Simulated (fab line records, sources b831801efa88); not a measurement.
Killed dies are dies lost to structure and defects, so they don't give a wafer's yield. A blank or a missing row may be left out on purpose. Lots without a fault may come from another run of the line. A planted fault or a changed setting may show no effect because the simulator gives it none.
A struck lot beside a sound one | flow sky130 | 21 steps out of a route of 708
Sound: wafers L551.1, L551.2, L551.6. Struck: wafers L556.1, L556.4, L556.6. The cause comes at the end.
At each step with rows: each side's tool, then ch and its chambers, then its first start. Under that, the readings that differ: sound wafers | struck wafers | difference of the means | sigmas: that difference in standard deviations of wafers without a fault.
alike: readings whose means differ by less than 2 such deviations, and words and numbers that are the same on both sides. not compared: withheld readings, readings that some wafer has no value for, bounds like >300 that may hide the same value, and numbers for which the record gives no deviation and whose values overlap.
The two part at a step that has a row with sigmas, a row that says differs or no value, or rows on one side only. Numbers that don't overlap but have no deviation are shown without sigmas and don't part them. A reading that every wafer of one side lacks parts them only if that side has two wafers or more.

first, 1 step without rows for these wafers: SKY_RES_XHIGH_IMPLANT_07.
SKY_RES_XHIGH_STRIP_08: strips in O2/N2.
  sound on plasma_asher-03 ch 0,1, day 27 18:38; struck on plasma_asher-02 ch 0, day 29 02:20
  alike: chamber_pressure_mTorr, drypump_motor_current_A, oes_product_au, strip_time_to_endpoint_s
  not compared: rf_hours_counter_h
SKY_RES_XHIGH_TW_MEAS_09:
  sound on film_metro-04, day 27 18:44; struck on film_metro-04, day 29 02:26
  alike: RES_XHIGH_TW
then, 7 steps without rows for these wafers: SKY_SD_N_DEHYDRATE_00 (time 60 s); SKY_SD_N_HMDS_01 (prime time 60 s); SKY_SD_N_COAT_02 (resist thk 1140 nm); SKY_SD_N_SOFTBAKE_03 (time 60 s); SKY_SD_N_EXPOSE_04 (exposes mask NSDM, target cd 380 nm); SKY_SD_N_PEB_05; SKY_SD_N_DEVELOP_06 (develop time 60 s).
SKY_SD_N_CD_MEAS_07: target cd 380 nm.
  sound on cd_sem-02, day 28 23:13; struck on cd_sem-01, day 30 06:19
  alike: cd_nm
SKY_SD_N_OVL_MEAS_08:
  sound on overlay-01, day 28 23:20; struck on overlay-02, day 30 06:26
  alike: SD_N_OVL
SKY_SD_N_IMPLANT_09:
  sound on implanter-02 ch 0, day 28 23:23; struck on implanter-03 ch 0, day 30 06:29
  reading                   | sound                | struck               | difference | sigmas
  beam_energy_keV           | 49.981 50.000 49.972 | 53.549 53.561 53.558 | +3.572     | +99 or more
  model.implant.rp_nm (nm)  | 31.62 31.62 31.62    | 34 34 34             | +2         |
  model.implant.drp_nm (nm) | 14.11 14.11 14.11    | 14.86 14.86 14.86    | +0.75      |
then, 1 step without rows for these wafers: SKY_SD_N_IMPLANT_10.
SKY_SD_N_STRIP_11: strips in O2/N2.
  sound on plasma_asher-01 ch 0,1, day 28 23:41; struck on plasma_asher-04 ch 0,1, day 30 06:47
  reading                      | sound             | struck            | difference | sigmas
  strip_time_to_endpoint_s (s) | 22.47 22.44 22.45 | 23.05 23.08 23.11 | +0.63      | +14
  alike: chamber_pressure_mTorr, drypump_motor_current_A, oes_product_au
  not compared: rf_hours_counter_h
SKY_SD_N_TW_MEAS_12:
  sound on film_metro-02, day 28 23:47; struck on film_metro-03, day 30 06:53
  reading | sound          | struck         | difference | sigmas
  SD_N_TW | 3909 3917 3933 | 4085 4060 4059 | +148       | +4
then, 1 step without rows for these wafers: SKY_SD_N_CLEAN_13 (cleans in SC1/SC2, time 150 s).
SKY_SD_N_RTA_14: time 2 s.
  sound on rtp_anneal-02 ch 0, day 28 23:53; struck on rtp_anneal-02 ch 0, day 30 07:02
  alike: lamp_power_pct, wafer_temp_C_max
SKY_SD_N_RS_MEAS_16: measures by four-point-probe.
  sound on film_metro-03, day 29 00:04; struck on film_metro-02, day 30 07:13
  reading          | sound             | struck            | difference | sigmas
  SD_N_RS (ohm/sq) | 68.62 68.48 68.64 | 66.22 66.22 66.16 | -2.38      | -24
SKY_SD_N_RS_MEAS_17: measures by four-point-probe.
  sound on film_metro-03, day 29 00:11; struck on film_metro-02, day 30 07:20
  alike: SD_P_RS
-- the record jumps here: 17 days lie between the struck wafers' starts before and after (it left off in module SD_N and takes up again in module PAD_OPEN, whose first step shown is number 708 of the route) --
SKY_PAD_OPEN_PROBE_99:
  sound on prober-02, day 46 12:43; struck on prober-01, day 47 13:23
  reading                            | sound             | struck            | difference | sigmas
  model.etest.res_ndiff.line_ohm_um  | 804.2 765.8 771   | 758.3 758.9 758.9 | -21.6      |
  model.etest.res_ndiff.rs_ohm_sq    | 121.2 122.2 121.2 | 117.3 117.5 118   | -3.9       |
  model.etest.res_ndiff_hv.rs_ohm_sq | 115.8 115.7 116.4 | 111.6 110.8 111.9 | -4.5       |
  alike: killed_at_M0_to_M3, killed_at_M4_up, killed_at_contacts, killed_at_front_end, killed_at_other, killed_dies, killed_open, killed_short

WHERE THEY PART
First at SKY_SD_N_IMPLANT_09; last, within this record, at SKY_SD_N_RS_MEAS_16. Later steps at which nothing parts them and some readings are alike: SKY_SD_N_RS_MEAS_17, SKY_PAD_OPEN_PROBE_99.

WHY: what the simulator had put in
Process parameter drift: implanter-03, from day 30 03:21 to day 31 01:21, at SKY_SD_N_IMPLANT_09. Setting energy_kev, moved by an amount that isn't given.
